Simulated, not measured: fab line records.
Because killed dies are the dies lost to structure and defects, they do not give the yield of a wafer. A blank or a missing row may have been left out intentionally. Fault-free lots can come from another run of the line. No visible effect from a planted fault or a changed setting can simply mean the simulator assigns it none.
Code-filled problem report in 8D (eight disciplines) form || flow sky130 || the parts of the form that need people (team, actions taken, sign-off) are left out

== 1. PROBLEM STATEMENT ==
beam on s at SKY_LDD_HVN_IMPLANT_08 reads a mean of 11.01 s on 3 wafers of 2 lots; wafers without a fault read 10.00 s with a standard deviation of 0.2. Measured from the usual mean, that is +5.1 standard deviations.
The first sign was on wafer L196.4 at day 24 08:55, on implanter-01. The record holds 36 wafers of 13 lots with a number at this step. The rule behind "out" and "out of limits": a value lying over 4 standard deviations away from the usual mean. All remaining wafers that have a number are taken as sound.

== 2. WHAT IT IS; WHAT IT IS NOT ==
{"question": "which readings at this step", "is": "beam on s, faraday current uA", "is not": "dose ions cm2"}
{"question": "which lots", "is": "L196, L199", "is not": "L189, L190, L191, L192, L198, L204, L205, L206, L208, L209, L210"}
{"question": "which wafers of those lots", "is": "all that have a number", "is not": "-"}
{"question": "read on which tools", "is": "implanter-01", "is not": "implanter-03, implanter-04"}
{"question": "when", "is": "from day 24 08:55", "is not": "up to then (12 sound wafers); but 21 sound wafers of L198, L204, L205, L206, L208, L209, L210 came after"}

== 3. SUSPECTS, AND WHAT RULES EACH OUT ==
Counting: any tool at a process step up to the reading is kept as a suspect provided that every lot that is out went through it and no sound lot did after the first of them.
- implanter-01 at SKY_LDD_HVN_IMPLANT_08: ruled out as a lasting fault. After its first lot that is out, L196 (day 24 08:55), sound lots L206, L209, L210 ran on it.
Left after counting: nothing in the record.

== 4. THE CAUSE (what the simulator had put in) ==
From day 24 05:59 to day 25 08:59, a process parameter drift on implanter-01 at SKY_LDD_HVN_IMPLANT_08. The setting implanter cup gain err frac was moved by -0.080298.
Counting ruled it out, wrongly.

== 5. THE EFFECT CHAIN, in route order ==
Each row: a reading where the mean over the struck wafers with a number is more than 3 standard deviations away from the usual. Only readings for which the record gives a usual standard deviation are gone through. hours: the time from each lot's start at the first step in this table that gives one to its start at this step, as a median over the lots. sigmas: the change in usual standard deviations.
{"hours": 0, "step": "SKY_LDD_HVN_IMPLANT_08", "reading": "beam on s", "usual": "10.00 s", "on struck wafers": 11.01, "change": "+1.01", "sigmas": "+5.1"}
{"hours": 0, "step": "SKY_LDD_HVN_IMPLANT_08", "reading": "faraday current uA", "usual": 169, "on struck wafers": 154, "change": -15, "sigmas": -4.5}
{"hours": 0, "step": "SKY_LDD_HVN_TW_MEAS_10", "reading": "LDD_HVN_TW", "usual": 1431, "on struck wafers": 1471, "change": "+40", "sigmas": "+3.3"}
Here are the process steps it includes:
- SKY_LDD_HVN_IMPLANT_08

== 6. WHAT WOULD HAVE CAUGHT IT SOONER ==
In this record no reading fell out of limits until day 24 08:55, 3 hours after the fault had begun at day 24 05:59.
